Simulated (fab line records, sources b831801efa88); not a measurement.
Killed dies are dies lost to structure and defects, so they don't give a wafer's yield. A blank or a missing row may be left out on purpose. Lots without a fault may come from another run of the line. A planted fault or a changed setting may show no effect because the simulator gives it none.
Problem report in the 8D (eight disciplines) form, filled by code | flow sky130 | the parts of the form that need people (team, actions taken, sign-off) are left out

1. THE PROBLEM
run_length_s at SKY_VIA3_HDPCVD_00 reads a mean of 291.6 s on 1 wafer of 1 lot; wafers without a fault read 300.5 s with a standard deviation of 0.5. That is -18 standard deviations from the usual mean.
The step: deposits SiO2, target thk 1635 nm, time 272.5 s.
First seen on wafer L664.1, day 43 05:11, on hdpcvd-02. The record holds 14 wafers of 5 lots with a number at this step. Rule for "out", or "out of limits": more than 4 standard deviations from the usual mean. The other wafers with a number count as sound.

2. WHAT IT IS AND WHAT IT IS NOT
question                    | is                | is not
which readings at this step | run_length_s      | pressure_mtorr, sih4_flow_sccm
which lots                  | L664              | L654, L657, L659, L674
which wafers of those lots  | L664.1            | L664.2
read on which tools         | hdpcvd-02         | hdpcvd-01
when                        | from day 43 05:11 | up to then (10 sound wafers); but 3 sound wafers of L674 came after

3. SUSPECTS, AND WHAT RULES EACH OUT
Counting: a tool at a process step up to the reading stays a suspect if it ran every lot that is out. Sound lots after the first of them don't rule it out here, since some wafers of a struck lot are sound.
- rie_metal-03 at SKY_METAL3_DESCUM_15 (chemistry O2, time 8 s): kept. It ran the lot that is out, L664 (day 43 04:16); its last sound lot up to then is L657 (day 39 23:08).
- rie_metal-03 at SKY_METAL3_ETCH_16 (etches BARC in N2/H2, stops on SiO2, time 88.2 s, target depth 60 nm): kept. It ran the lot that is out, L664 (day 43 04:18); its last sound lot up to then is L657 (day 39 23:11).
- rie_diel-02 at SKY_METAL3_ETCH_17 (etches SiO2 in C4F8/O2/Ar, stops on TiN, time 3.9 s, target depth 15 nm): kept. It ran the lot that is out, L664 (day 43 04:24).
- rie_metal-02 at SKY_METAL3_METAL_ETCH_18 (etches the open film in Cl2/BCl3, stops on SiO2, target depth 845 nm, time 183.1 s): kept. It ran the lot that is out, L664 (day 43 04:25); its last sound lot up to then is L659 (day 43 02:25).
- plasma_asher-03 at SKY_METAL3_STRIP_19 (strips in O2/N2): kept. It ran the lot that is out, L664 (day 43 04:35); its last sound lot up to then is L659 (day 43 02:35).
- hdpcvd-02 at SKY_VIA3_HDPCVD_00 (deposits SiO2, target thk 1635 nm, time 272.5 s): kept. It ran the lot that is out, L664 (day 43 05:11); its last sound lot up to then is L654 (day 38 09:40). Its own readings are out on those wafers: run_length_s.
- Within rie_metal-03 at SKY_METAL3_DESCUM_15: the wafers that are out ran in chamber 0; their sound lot-mates ran in chamber 1.
- Within rie_metal-03 at SKY_METAL3_ETCH_16: the wafers that are out ran in chamber 0; their sound lot-mates ran in chamber 1.
- Within rie_diel-02 at SKY_METAL3_ETCH_17: the wafers that are out ran in chamber 3; their sound lot-mates ran in chamber 0.
- Within rie_metal-02 at SKY_METAL3_METAL_ETCH_18: the wafers that are out ran in chamber 0; their sound lot-mates ran in chamber 1.
- Within plasma_asher-03 at SKY_METAL3_STRIP_19: the wafers that are out ran in chamber 0; their sound lot-mates ran in chamber 1.
- Within hdpcvd-02 at SKY_VIA3_HDPCVD_00: the wafers that are out ran in chamber 1; their sound lot-mates ran in chamber 0.
Left after counting: rie_metal-03 at SKY_METAL3_DESCUM_15, rie_metal-03 at SKY_METAL3_ETCH_16, rie_diel-02 at SKY_METAL3_ETCH_17, rie_metal-02 at SKY_METAL3_METAL_ETCH_18, plasma_asher-03 at SKY_METAL3_STRIP_19, hdpcvd-02 at SKY_VIA3_HDPCVD_00.

4. THE CAUSE (what the simulator had put in)
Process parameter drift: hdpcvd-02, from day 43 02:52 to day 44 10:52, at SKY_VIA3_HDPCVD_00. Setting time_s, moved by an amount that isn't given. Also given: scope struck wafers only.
Counting left 6 suspects, and this tool is among them.

5. THE CHAIN OF EFFECTS, in route order
Each row: a reading whose mean over the struck wafers that have a number lies more than 3 standard deviations from the usual. Only readings for which the record gives a usual standard deviation are gone through. hours: the time from each lot's start at the first step in this table that gives one to its start at this step, as a median over the lots. sigmas: the change in usual standard deviations.
hours | step               | reading      | usual   | on struck wafers | change | sigmas
0     | SKY_VIA3_HDPCVD_00 | run_length_s | 300.5 s | 291.6            | -8.9   | -18
The process steps in it:
- SKY_VIA3_HDPCVD_00: deposits SiO2, target thk 1635 nm, time 272.5 s.
Later measuring or inspecting steps at which every struck wafer that the step has a row for has a number for every such reading, and none has moved that far: SKY_VIA3_THK_MEAS_01.

6. WHAT WOULD HAVE CAUGHT IT SOONER
In this record the first reading out of limits was taken at day 43 05:11, 2 hours after the fault began at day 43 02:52.
